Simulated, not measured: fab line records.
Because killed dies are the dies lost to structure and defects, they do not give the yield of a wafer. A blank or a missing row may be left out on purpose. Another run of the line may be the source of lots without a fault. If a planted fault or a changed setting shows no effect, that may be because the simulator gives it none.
Matching of chambers    flow sky130    4 sister chambers for SKY_VIA4_ETCH_12 on rie-diel-03
The step etches SiO2 in C4F8/O2/Ar, stops on TiN, target depth 580 nm. 8 wafers are shown with their chamber, then 11 later ones without.

## WAFERS, EACH WITH ITS CHAMBER
wafer   chamber  oes-product-au (a.u.)
L086.5  1        0.925
L088.2  3        0.927
L088.3  2        0.922
L088.4  1        0.926
L089.2  0        0.928
L089.5  3        0.932
L089.6  2        0.918
L091.3  0        0.928

## WAFERS WITH NO CHAMBER GIVEN
wafer   oes-product-au (a.u.)
L091.4  0.928
L091.6  0.921
L094.1  0.926
L094.2  0.935
L094.3  0.930
L094.4  0.928
L094.5  0.927
L094.6  0.923
L097.4  0.925
L097.5  0.917
L097.6  0.929

## WHICH CHAMBER EACH WENT THROUGH
wafer    from the rows above                 in truth
L091.4   can't be placed: 0 or 3 or 1        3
L091.6   can't be placed: 2 or 1             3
L094.1   can't be placed: 1 or 0 or 3        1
L094.2   can't be placed: 3 or 0 or 1        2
L094.3   can't be placed: 3 or 0 or 1        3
L094.4   can't be placed: 0 or 3 or 1        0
L094.5   can't be placed: 0 or 1 or 3        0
L094.6   can't be placed: 1 or 2 or 0 or 3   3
L097.4   can't be placed: 1 or 0 or 3 or 2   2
L097.5   2                                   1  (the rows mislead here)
L097.6   can't be placed: 3 or 0 or 1        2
Placed correctly: 0 of 11. Not placeable from these rows: 10 (in 7, the candidates include the true chamber). Number placed wrongly: 1.
How it was worked out, from the rows above alone: a wafer's distance from a chamber is the root of the sum, over the readings, of the square of ((its reading less the chamber's mean) divided by the reading's scatter). If the next closest chamber is less than 2 further off than the closest, the wafer can't be placed; otherwise it belongs to the closest. Each chamber's mean is taken over the wafers shown for it. The scatter: take each reading less its chamber's mean, square it, sum over the shown wafers, divide by the number of wafers less the number of chambers, and take the root.
